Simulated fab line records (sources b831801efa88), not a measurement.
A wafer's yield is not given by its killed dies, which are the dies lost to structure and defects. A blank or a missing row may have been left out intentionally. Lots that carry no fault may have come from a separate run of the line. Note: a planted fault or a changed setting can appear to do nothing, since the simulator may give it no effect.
A lot that was struck, set against a sound lot | flow sfq-line | 13 steps out of a route of 325
Sound: the wafers L574.4, L574.5, L574.6. Struck: wafer L565.6. (L565.5 of the same lot was not struck and is left out.) The cause comes at the end.
Each step with rows lists, per side, the tool, then ch with its chambers, then its first start. Under that, the readings that differ: sound wafers | struck wafers | difference of the means | sigmas: that difference in standard deviations of wafers without a fault.
alike: same words and numbers on both sides, and readings whose means sit less than 2 such deviations apart. not compared: any withheld reading, any reading some wafer has no value for, any bound like >300 that may hide the same value, and any number with overlapping values for which the record gives no deviation.
Wherever a step has rows on one side only, a row that says differs or no value, or a row with sigmas, the two part there. Non-overlapping numbers with no deviation appear without sigmas and do not part them. A reading that every wafer of one side lacks parts them only if that side has two wafers or more.

SFQ_INCOMING_BOW_MEAS_900:
  sound: film-metro-02 at day 5 04:04; struck: film-metro-04 at day 3 07:05
  alike: INCOMING_BOW
then, 1 step without rows for these wafers: SFQ_TRILAYER_INCOMING_OXIDATION_002 (target thk 500 nm, ox time 4939 s).
SFQ_TRILAYER_L0_DEP_SPUTTER_003: material MoNx KI, target thk 40 nm, time 100 s.
  sound: pvd-sputter-05 at day 5 06:29; struck: pvd-sputter-03 at day 3 09:32
  alike: throttle-valve-pct
SFQ_L0_RS_MEAS_901: uses a four-point probe to measure.
  sound: film-metro-03 at day 5 06:37; struck: film-metro-01 at day 3 09:38
  alike: L0_MONX_KI_RS
SFQ_L0_THK_MEAS_902: measures by xrf.
  sound: film-metro-03 at day 5 06:43; struck: film-metro-01 at day 3 09:43
  alike: L0_MONX_KI_THK
then, 6 steps without rows for these wafers: SFQ_TRILAYER_L0_LITHO_COAT_010 (resist thk 62 nm); SFQ_TRILAYER_L0_LITHO_COAT_005 (resist thk 600 nm); SFQ_TRILAYER_L0_LITHO_SOFTBAKE_009; SFQ_TRILAYER_L0_LITHO_EXPOSE_006 (exposes mask L0, target cd 2000 nm); SFQ_TRILAYER_L0_LITHO_PEB_008 (peb time 60 s); SFQ_TRILAYER_L0_LITHO_DEVELOP_007 (time 60 s).
-- the record jumps here: 3 days lie between the struck wafers' starts before and after --
SFQ_TRILAYER_L0_BARC_OPEN_METAL_ETCH_010: etches BARC in O2, target depth 125 nm, time 41.7 s.
  sound on rie-metal-04 ch 0,1, day 8 18:28; struck on rie-metal-02 ch 0, day 5 22:59
  reading               | sound             | struck | difference | sigmas
  oes-product-au (a.u.) | 0.685 0.683 0.685 | 0.668  | -0.016     | -4
  rf-fwd-power-W (W)    | 586.2 591.6 587.6 | 594.6  | +6.1       | +2
  run-length-s (s)      | 70.2 69.5 70.2    | 72.1   | +2.1       | +5
  alike: drypump-motor-current-A
  not compared: rf-hours-counter-h
SFQ_TRILAYER_L0_ETCH_METAL_ETCH_008: etches MoNx KI in SF6/O2, stops on SiO2, target depth 50 nm, time 25 s.
  sound on rie-metal-04 ch 0,1, day 8 18:31; struck on rie-metal-02 ch 0, day 5 23:02
  alike: drypump-motor-current-A, oes-product-au, rf-fwd-power-W, run-length-s
  not compared: rf-hours-counter-h

WHERE THEY PART
At SFQ_TRILAYER_L0_BARC_OPEN_METAL_ETCH_010 and nowhere else, as far as this record goes. Later steps at which nothing parts them and some readings are alike: SFQ_TRILAYER_L0_ETCH_METAL_ETCH_008.

WHY: the cause the simulator had injected
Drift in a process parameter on rie-metal-02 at SFQ_TRILAYER_L0_BARC_OPEN_METAL_ETCH_010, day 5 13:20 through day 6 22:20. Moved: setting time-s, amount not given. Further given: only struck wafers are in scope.
